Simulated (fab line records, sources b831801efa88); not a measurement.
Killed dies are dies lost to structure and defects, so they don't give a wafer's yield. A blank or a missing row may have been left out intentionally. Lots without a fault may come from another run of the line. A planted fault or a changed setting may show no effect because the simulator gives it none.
A struck lot beside a sound one | flow sky130 | 16 steps out of a route of 708
Sound: wafers L661.1, L661.3, L661.6. Wafers L651.3, L651.4, L651.5 were the ones struck. The cause is given at the end.
At each step with rows: each side's tool, then ch and its chambers, then its first start. Under that, the readings that differ: sound wafers | struck wafers | difference of the means | sigmas: that difference in standard deviations of wafers without a fault.
alike: readings with means less than 2 such deviations apart, plus words and numbers identical on both sides. not compared: withheld readings, readings lacking a value on some wafer, bounds such as >300 that could conceal the same value, and numbers that have no deviation in the record and whose values overlap.
The two part at a step that has a row with sigmas, a row that says differs or no value, or rows on one side only. When numbers do not overlap yet have no deviation, they are printed without sigmas and do not part them. A reading that every wafer of one side lacks parts them only if that side has two wafers or more.

first, 5 steps without rows for these wafers: SKY_POLY_GATE_COAT_08 (resist thk 450 nm); SKY_POLY_GATE_SOFTBAKE_09 (time 90 s); SKY_POLY_GATE_EXPOSE_10 (exposes mask P1M, target cd 150 nm); SKY_POLY_GATE_PEB_11; SKY_POLY_GATE_DEVELOP_12 (develop time 60 s).
SKY_POLY_GATE_CD_MEAS_13 targets a cd of 150 nm.
  struck on cd-sem-01, day 19 15:07; sound on cd-sem-02, day 24 02:11
  alike: cd-nm
SKY_POLY_GATE_OVL_MEAS_14:
  struck on overlay-02, day 19 15:13; sound on overlay-02, day 24 02:18
  reading            | sound | struck    | difference | sigmas
  POLY_GATE_OVL (nm) | 7 1 1 | -10 -8 -7 | -11        | -2
SKY_POLY_GATE_ETCH_15: etches BARC in N2/H2, stops on SiO2, time 118.5 s, target depth 110 nm.
  sound on rie-diel-01 ch 1,2, day 24 02:20; struck on rie-diel-01 ch 1,2,3, day 19 15:14
  alike: drypump-motor-current-A, h2-flow-sccm, oes-product-au, throttle-valve-pct
  not compared: rf-hours-counter-h
SKY_POLY_GATE_ETCH_16: etches Si3N4 in CH3F/O2, stops on poly-Si, time 147.5 s, target depth 75 nm.
  sound on rie-diel-01 ch 1,2, day 24 02:25; struck on rie-diel-01 ch 1,2,3, day 19 15:19
  alike: drypump-motor-current-A, oes-product-au, throttle-valve-pct
  not compared: rf-hours-counter-h
SKY_POLY_GATE_ETCH_17: etches poly-Si in HBr/Cl2, stops on SiO2, target depth 180 nm, time 70.5 s.
  sound on rie-si-01 ch 0,1,3, day 24 02:31; struck on rie-si-02 ch 0,1,3, day 19 15:25
  reading               | sound             | struck            | difference | sigmas
  oes-product-au (a.u.) | 0.982 0.977 0.977 | 0.998 0.989 1.005 | +0.019     | +2
  alike: drypump-motor-current-A, throttle-valve-pct
  not compared: rf-hours-counter-h
SKY_POLY_GATE_STRIP_18: strips in O2/N2.
  sound on plasma-asher-04 ch 1, day 24 02:35; struck on plasma-asher-03 ch 0,1, day 19 15:30
  reading                     | sound       | struck      | difference | sigmas
  drypump-motor-current-A (A) | 4.8 4.8 4.8 | 6.2 5.8 6.2 | +1.3       | +2
  alike: oes-product-au, strip-time-to-endpoint-s
  not compared: rf-hours-counter-h
then, 1 step without rows for these wafers: SKY_POLY_GATE_CLEAN_19 (cleans in SC1/SC2, time 150 s).
SKY_POLY_GATE_OXIDATION_20: stabilise 600 s, purge 300 s, target thk 4 nm.
  sound on furnace-02 ch 0, day 24 03:14; struck on furnace-01 ch 0, day 19 18:08
  alike: spike-tc-upper-C
SKY_POLY_GATE_THK_MEAS_21:
  struck on film-metro-02, day 19 19:25; sound on film-metro-02, day 24 04:29
  reading                      | sound          | struck         | difference | sigmas
  POLY_GATE_OXIDATION_THK (nm) | 4.14 4.13 4.16 | 6.50 6.33 6.58 | +2.33      | +25
SKY_POLY_GATE_CD_MEAS_22:
  struck on cd-sem-02, day 19 19:46; sound on cd-sem-01, day 24 04:32
  alike: cd-nm
-- here the record skips 28 days between the struck wafers' starts before and after, leaving off in module POLY_GATE and picking up in module PAD_OPEN (first step shown: number 708 of the route) --
SKY_PAD_OPEN_PROBE_99:
  struck on prober-01, day 47 21:40; sound on prober-02, day 50 12:23
  reading                                 | sound             | struck            | difference | sigmas
  model.etest.tip-sonos.rs-ohm-sq         | 2727 2705 2658    | 3220 3179 3209    | +506       |
  model.etest.tip-p.rs-ohm-sq             | 6954 7001 6928    | 7200 7282 7271    | +290       |
  model.etest.pfet_01v8.r-on-ohm-um       | 2958 2967 2980    | 3082 3058 3129    | +121       |
  model.etest.res-pdiff.line-ohm-um       | 1372 1368 1391    | 1477 1484 1521    | +117       |
  model.etest.tip-n.rs-ohm-sq             | 444.1 445.5 445.2 | 488.5 483.8 487   | +41.5      |
  model.etest.res-ndiff.line-ohm-um       | 769.2 763.7 766.2 | 823 818.6 825.4   | +56        |
  model.etest.sonos-uncharged.r-on-ohm-um | 813.7 800.3 809.3 | 843.9 856.2 867.8 | +48.2      |
  alike: killed_at_M0_to_M3, killed_at_M4_up, killed-at-contacts, killed-at-front-end, killed-at-other, killed-dies, killed-open, killed-short
  not compared: model.etest.nfet_01v8.r-on-ohm-um

== WHERE THEY PART ==
Last at SKY_POLY_GATE_THK_MEAS_21 as far as this record goes, first at SKY_POLY_GATE_OVL_MEAS_14. Later steps at which nothing parts them and some readings are alike: SKY_POLY_GATE_CD_MEAS_22, SKY_PAD_OPEN_PROBE_99.

WHY: whatever the simulator had introduced
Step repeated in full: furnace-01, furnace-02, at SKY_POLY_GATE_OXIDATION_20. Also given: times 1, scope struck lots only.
